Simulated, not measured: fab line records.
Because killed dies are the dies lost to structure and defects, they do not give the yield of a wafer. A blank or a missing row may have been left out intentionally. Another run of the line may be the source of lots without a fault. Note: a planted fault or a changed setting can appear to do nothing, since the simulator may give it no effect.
Which tool is to blame?    flow gf180mcu    12 lots with 36 wafers sampled at 5 steps, on a route of 602 steps

WHAT EACH GAUGE READ, for each wafer
GF_STI_THK_MEAS_22. Usual: STI_OXIDATION_01_THK typically reads 14.8 nm, with standard deviation 0.34.
lot   measured     on             STI_OXIDATION_01_THK (nm)  flag
L497  day 2 16:11  film metro-02  14.9 15.0 14.8             
L499  day 3 01:44  film metro-03  14.7 14.9 14.8             
L500  day 3 06:58  film metro-03  14.7 14.9 15.1             
L501  day 3 09:32  film metro-02  14.6 14.9 15.0             
L502  day 3 17:29  film metro-01  14.8 15.1 15.0             
L503  day 4 00:06  film metro-03  15.0 14.9 14.7             
L504  day 4 02:37  film metro-02  14.9 15.1 14.9             
L507  day 4 18:29  film metro-01  14.9 15.1 15.1             
L514  day 6 05:20  film metro-03  19.3 19.2 19.4             OFF
L515  day 6 09:59  film metro-03  19.5 19.4 19.5             OFF
L516  day 6 15:22  film metro-02  18.9 19.0 18.7             OFF
L518  day 7 01:17  film metro-03  14.8 14.8 14.8             

GF_NWELL_TW_MEAS_11. Usual: NWELL_TW typically reads 1575, with standard deviation 13.
lot   measured     on             NWELL_TW        flag
L497  day 3 18:50  film metro-02  1553 1556 1564  
L499  day 4 12:04  film metro-04  1582 1587 1571  
L500  day 4 15:17  film metro-02  1555 1551 1552  
L501  day 4 19:14  film metro-03  1569 1567 1563  
L502  day 5 02:37  film metro-02  1572 1564 1556  
L503  day 5 09:28  film metro-04  1585 1592 1595  
L504  day 5 13:57  film metro-02  1565 1559 1560  
L507  day 6 03:14  film metro-02  1570 1576 1565  
L514  day 7 15:19  film metro-03  1573 1573 1566  
L515  day 7 21:32  film metro-03  1575 1574 1573  
L516  day 8 03:30  film metro-03  1565 1570 1572  
L518  day 8 11:31  film metro-04  1600 1592 1586  

GF_DUAL_GATE_THK_MEAS_03. Usual: DUAL_GATE_OXIDATION_00_THK typically reads 10.98 nm, with standard deviation 0.28.
lot   measured      on             DUAL_GATE_OXIDATION_00_THK (nm)  flag
L497  day 8 06:06   film metro-03  10.80 11.02 10.80                
L499  day 9 02:59   film metro-02  10.89 10.87 10.97                
L500  day 9 06:22   film metro-03  10.66 10.72 10.73                
L501  day 9 11:35   film metro-01  10.91 10.85 10.97                
L502  day 9 21:22   film metro-02  11.11 11.44 11.43                
L503  day 10 08:41  film metro-01  11.09 11.22 11.37                
L504  day 10 14:12  film metro-03  11.12 11.11 11.09                
L507  day 11 02:44  film metro-02  11.50 11.47 11.53                
L514  day 12 21:44  film metro-02  10.83 10.96 10.95                
L515  day 13 05:43  film metro-01  10.37 10.45 10.51                
L516  day 13 13:37  film metro-02  10.74 10.93 10.59                
L518  day 14 00:22  film metro-03  10.82 10.74 10.88                

EACH LOT AND THE TOOL THAT RAN IT (in order: tool; ch and the chambers of the sampled wafers; start)
lot   GF_STI_ETCH_13                     GF_STI_OXIDATION_21
L497  rie diel-02 ch 0,1,2, day 2 14:26  furnace-01 ch 0, day 2 15:03
L499  rie diel-03 ch 0,1,3, day 2 23:58  furnace-02 ch 0, day 3 00:35
L500  rie diel-01 ch 0,1,2, day 3 05:13  furnace-02 ch 0, day 3 05:50
L501  rie diel-03 ch 1,2, day 3 07:47    furnace-02 ch 0, day 3 08:24
L502  rie diel-02 ch 0,2,3, day 3 12:56  furnace-01 ch 0, day 3 16:21
L503  rie diel-02 ch 0,1,3, day 3 18:07  furnace-01 ch 0, day 3 22:58
L504  rie diel-03 ch 0,1,3, day 3 23:04  furnace-01 ch 0, day 4 01:29
L507  rie diel-03 ch 1,2, day 4 16:44    furnace-01 ch 0, day 4 17:20
L514  rie diel-02 ch 2,3, day 6 03:37    furnace-01 ch 0, day 6 04:13
L515  rie diel-02 ch 0,3, day 6 08:13    furnace-01 ch 0, day 6 08:49
L516  rie diel-03 ch 0,2, day 6 13:38    furnace-01 ch 0, day 6 14:15
L518  rie diel-03 ch 0,3, day 6 23:32    furnace-02 ch 0, day 7 00:09
- GF_STI_ETCH_13: etches the open film in CHF3/O2, stops on Si, target depth 282.31 nm, time 112.9 s.
- GF_STI_OXIDATION_21: stabilise 600 s, purge 300 s, target thk 15 nm.

AS READ BY THE TOOLS THEMSELVES (means over the sampled wafers that have a number; for cases with no such wafer, the mark the record gives instead)
GF_STI_ETCH_13. Usual: bias w 200.0 W, standard deviation 0.58; drypump motor current A 5.9 A, standard deviation 0.36; oes product au 0.833 a.u., standard deviation 0.0059; throttle valve pct 8.812 %, standard deviation 0.0089.
lot   tool         bias w (W)  drypump motor current A (A)  oes product au (a.u.)  throttle valve pct (%)  flag
L497  rie diel-02  199.7       5.8                          0.827                  8.815                   
L499  rie diel-03  199.4       5.7                          0.832                  8.812                   
L500  rie diel-01  200.1       5.5                          0.833                  8.812                   
L501  rie diel-03  200.1       6.3                          0.829                  8.809                   
L502  rie diel-02  200.3       5.8                          0.828                  8.815                   
L503  rie diel-02  199.7       6.1                          0.822                  8.805                   
L504  rie diel-03  200.7       5.8                          0.833                  8.811                   
L507  rie diel-03  200.2       6.1                          0.832                  8.807                   
L514  rie diel-02  199.8       5.7                          0.830                  8.818                   
L515  rie diel-02  199.4       6.0                          0.827                  8.806                   
L516  rie diel-03  199.9       6.2                          0.836                  8.812                   
L518  rie diel-03  199.8       5.7                          0.838                  8.812                   

GF_STI_OXIDATION_21. Usual: spike tc bottom C 1021 C, standard deviation 4.2; spike tc centre C 999.8 C, standard deviation 1.3; spike tc lower C 999.6 C, standard deviation 1.3; spike tc top C 1012.4 C, standard deviation 1.7; spike tc upper C 998.9 C, standard deviation 1.1; tube center temp C 1000 C, standard deviation 0.085; tube_center_temp_C_max 1002.6, standard deviation 0.42; zone power centre pct 25.9 %, standard deviation 0.42.
lot   tool        spike tc bottom C (C)  spike tc centre C (C)  spike tc lower C (C)  spike tc top C (C)  spike tc upper C (C)  tube center temp C (C)  tube_center_temp_C_max  zone power centre pct (%)  flag
L497  furnace-01  1024                   999.1                  998.6                 1011.8              999.0                 1000                    1002.4                  26.1                       
L499  furnace-02  1016                   1001.1                 1000.9                1013.6              997.9                 1000                    1002.5                  25.5                       
L500  furnace-02  1015                   1002.4                 1000.4                1013.8              998.4                 1000                    1002.6                  25.7                       
L501  furnace-02  1016                   999.9                  999.7                 1014.2              999.4                 1000                    1002.5                  25.3                       
L502  furnace-01  1024                   998.8                  998.9                 1010.9              997.0                 1000                    1002.9                  26.3                       
L503  furnace-01  1023                   999.4                  999.9                 1010.4              998.6                 1000                    1002.6                  26.0                       
L504  furnace-01  1023                   999.0                  1000.3                1011.2              998.8                 1000                    1002.2                  26.1                       
L507  furnace-01  1024                   998.8                  998.7                 1012.2              999.4                 1000                    1002.6                  26.1                       
L514  furnace-01  1055                   1031.5                 1030.8                1041.9              1030.3                1031                    1033.9                  28.2                       OFF
L515  furnace-01  1054                   1030.2                 1030.5                1042.3              1030.3                1031                    1033.9                  28.5                       OFF
L516  furnace-01  1055                   1031.1                 1030.9                1042.5              1031.1                1032                    1034.1                  28.4                       OFF
L518  furnace-02  1015                   1000.4                 1001.1                1014.1              997.8                 1000                    1002.3                  25.4                       

THE ANSWER, worked out from the rows above alone
Rule: a lot counts as off when the mean over its wafers that have a number is more than 3 standard deviations away from the usual mean. A lot without any number at a reading at which 4 lots or more have one is off too. Where the step has rows for the other lots, those lots are counted as sound. First the gauges in route order, then the tools' own readings, where a lot's mean is used as printed above. At the first step where some lot is off, the reading lying furthest off is the one used; lots without a number count as furthest.
Off: at GF_STI_THK_MEAS_22 (STI_OXIDATION_01_THK), L514, L515, L516.
A tool fits if, at a process step before that reading, it ran every lot that is off, and no sound lot after the first of them. Not tried: the gauges at GF_STI_THK_MEAS_22; whatever is off there is also off at GF_STI_OXIDATION_21, on other tools, and gauge error can't account for it. One fits: GF_STI_OXIDATION_21 on furnace-01. A fault onset in the window from L507 (day 4 17:20, its last sound lot) to L514 (day 6 04:13, its first lot off) fits.
The tool's own readings at GF_STI_OXIDATION_21 bear it out: on the lots that are off they differ by more than 5 times the standard deviation of the sound lots' means. spike tc bottom C reads 1055 C there against 1020 C on the sound lots; spike tc centre C reads 1030.9 C there against 999.9 C on the sound lots; spike tc lower C reads 1030.7 C there against 999.8 C on the sound lots; spike tc top C reads 1042.2 C there against 1012.5 C on the sound lots; spike tc upper C reads 1030.6 C there against 998.5 C on the sound lots; tube center temp C reads 1031 C there against 1000 C on the sound lots; tube_center_temp_C_max reads 1034.0 there against 1002.5 on the sound lots; zone power centre pct reads 28.4 % there against 25.8 % on the sound lots.

WHAT THE SIMULATOR HAD PUT IN
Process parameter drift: furnace-01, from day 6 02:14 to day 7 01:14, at GF_STI_OXIDATION_21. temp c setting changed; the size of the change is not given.
Struck lots among those shown: L514, L515, L516. Same finding as the rule above.
